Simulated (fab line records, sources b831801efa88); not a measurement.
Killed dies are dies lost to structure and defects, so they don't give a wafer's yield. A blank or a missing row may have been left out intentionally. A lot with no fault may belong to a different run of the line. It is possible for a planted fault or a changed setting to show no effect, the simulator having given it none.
Struck lot and sound lot, side by side :: flow sky130 :: 34 out of 708 route steps
Sound: wafers L324.1, L324.2, L324.6. Struck: wafer L318.3 (L318.4, L318.5, from the same lot, were not struck and are left out); the cause is given at the end.
Order at every step that has rows: each side's tool, ch and its chambers, its first start. Under that, the readings that differ: sound wafers :: struck wafers :: difference of the means :: sigmas: that difference in standard deviations of wafers without a fault.
alike: words and numbers the same on both sides, and readings whose means are apart by under 2 such deviations; not compared: readings that were withheld, readings missing a value for some wafer, numbers with overlapping values and no deviation given by the record, and bounds like >300 which may hide the same value.
The two part at a step that has a row with sigmas, a row that says differs or no value, or rows on one side only. Numbers that have no deviation but don't overlap get no sigmas and don't part them. A reading that every wafer of one side lacks parts them only if that side has two wafers or more.

first, 9 steps without rows for these wafers: SKY_METAL1_DEVELOP_14 (develop time 60 s); SKY_METAL1_DESCUM_17 (chemistry O2, time 8 s); SKY_METAL1_ETCH_18 (etches BARC in N2/H2, stops on SiO2, time 45.9 s, target depth 60 nm); SKY_METAL1_METAL_ETCH_19 (etches the open film in Cl2/BCl3, stops on SiO2, target depth 360 nm, time 78 s); SKY_METAL1_STRIP_20 (strips in O2/N2); SKY_METAL1_STRIP_21 (strips in post etch residue remover, time 1200 s); SKY_METAL1_CLEAN_22 (cleans in IPA, time 180 s); SKY_METAL1_CLEAN_23 (cleans in O3/DIW); SKY_VIA1_HDPCVD_00 (deposits SiO2, target thk 1030 nm, time 171.7 s).
SKY_VIA1_CMP_02: polishes SiO2.
  sound on cmp-02 ch 0,2,3, day 38 16:14; struck on cmp-01 ch 0, day 37 00:20
reading: model.SiO2_of_VIA1_HDPCVD_00.thk nm (nm)
sound: 345.8 347.9 344.3
struck: 255.6
difference: -90.4
sigmas: 
  alike: motor current A
SKY_VIA1_BOW_MEAS_03:
  struck on film metro-04, day 37 00:52; sound on film metro-02, day 38 16:26
  not compared: hold, VIA1_BOW
then, 8 steps without rows for these wafers: SKY_VIA1_HMDS_05 (prime time 60 s); SKY_VIA1_COAT_06 (resist thk 60 nm); SKY_VIA1_COAT_07 (resist thk 450 nm); SKY_VIA1_SOFTBAKE_08 (time 90 s); SKY_VIA1_EXPOSE_09 (exposes mask VIM, target cd 150 nm); SKY_VIA1_PEB_10; SKY_VIA1_DEVELOP_11 (develop time 60 s); SKY_VIA1_ETCH_14 (etches BARC in N2/H2, stops on SiO2, time 45.9 s, target depth 60 nm).
SKY_VIA1_ETCH_15: etches SiO2 in C4F8/O2/Ar, stops on TiN, target depth 351 nm, time 54 s.
  sound on rie diel-04 ch 1,2,3, day 39 17:11; struck on rie diel-04 ch 1, day 38 03:10
reading: oes product au (a.u.)
sound: 0.980 0.992 0.981
struck: 0.829
difference: -0.155
sigmas: -21

reading: model.VIA1.feature depth nm (nm)
sound: 345.8 347.9 344.3
struck: 255.6
difference: -90.4
sigmas: 

reading: model.etch.depth nm (nm)
sound: 345.8 347.9 344.3
struck: 255.6
difference: -90.4
sigmas: 
  not compared: rf hours counter h
then, 12 steps without rows for these wafers: SKY_VIA1_STRIP_16 (strips in O2/N2); SKY_VIA1_STRIP_17 (strips in post etch residue remover, time 1200 s); SKY_VIA1_CLEAN_18 (cleans in IPA, time 180 s); SKY_VIA1_CLEAN_19 (cleans in O3/DIW); SKY_VIA1_SPUTTER_20 (material TiN, target thk 20 nm, time 80 s); SKY_VIA1_CVD_21 (deposits W, target thk 270 nm, time 80.902 s); SKY_VIA1_CMP_24 (polishes, stops on SiO2, t overpolish 15 s, target thk 0 nm); SKY_METAL2_SPUTTER_00 (material Ti, target thk 15 nm, time 10 s); SKY_METAL2_SPUTTER_01 (material TiN, target thk 20 nm, time 16.7 s); SKY_METAL2_SPUTTER_02 (material AlCu, target thk 250 nm, time 13.3 s); SKY_METAL2_SPUTTER_03 (material Ti, target thk 5 nm, time 3.3 s); SKY_METAL2_SPUTTER_04 (material TiN, target thk 70 nm, time 58.3 s).
SKY_METAL2_METAL_ETCH_19: etches the open film in Cl2/BCl3, stops on SiO2, target depth 360 nm, time 78 s.
  sound on rie metal-04 ch 0,1, day 40 18:29; struck on rie metal-04 ch 0, day 39 05:50
reading: model.SiO2_of_VIA1_HDPCVD_00.thk nm (nm)
sound: 331.8 334 330.3
struck: 241.6
difference: -90.4
sigmas: 
  alike: drypump motor current A, oes product au, throttle valve pct
  not compared: rf hours counter h
-- the record jumps here: 10 days lie between the struck wafers' starts before and after (it left off in module METAL2 and takes up again in module PAD_OPEN, whose first step shown is number 708 of the route) --
SKY_PAD_OPEN_PROBE_99:
  struck on prober-01, day 49 01:40; sound on prober-02, day 50 03:43
  alike: defect limited yield, killed_at_M0_to_M3, killed_at_M4_up, killed at contacts, killed at front end, killed at other, killed dies, killed open, killed short, sort_bin_3_pad_short, sort_bin_5_function, sort_bin_6_memory, sort n pass, sort yield pct

WHERE THEY PART
Within this record, at SKY_VIA1_ETCH_15 only. Later steps at which nothing parts them and some readings are alike: SKY_METAL2_METAL_ETCH_19, SKY_PAD_OPEN_PROBE_99.

WHY: what the simulator had put in
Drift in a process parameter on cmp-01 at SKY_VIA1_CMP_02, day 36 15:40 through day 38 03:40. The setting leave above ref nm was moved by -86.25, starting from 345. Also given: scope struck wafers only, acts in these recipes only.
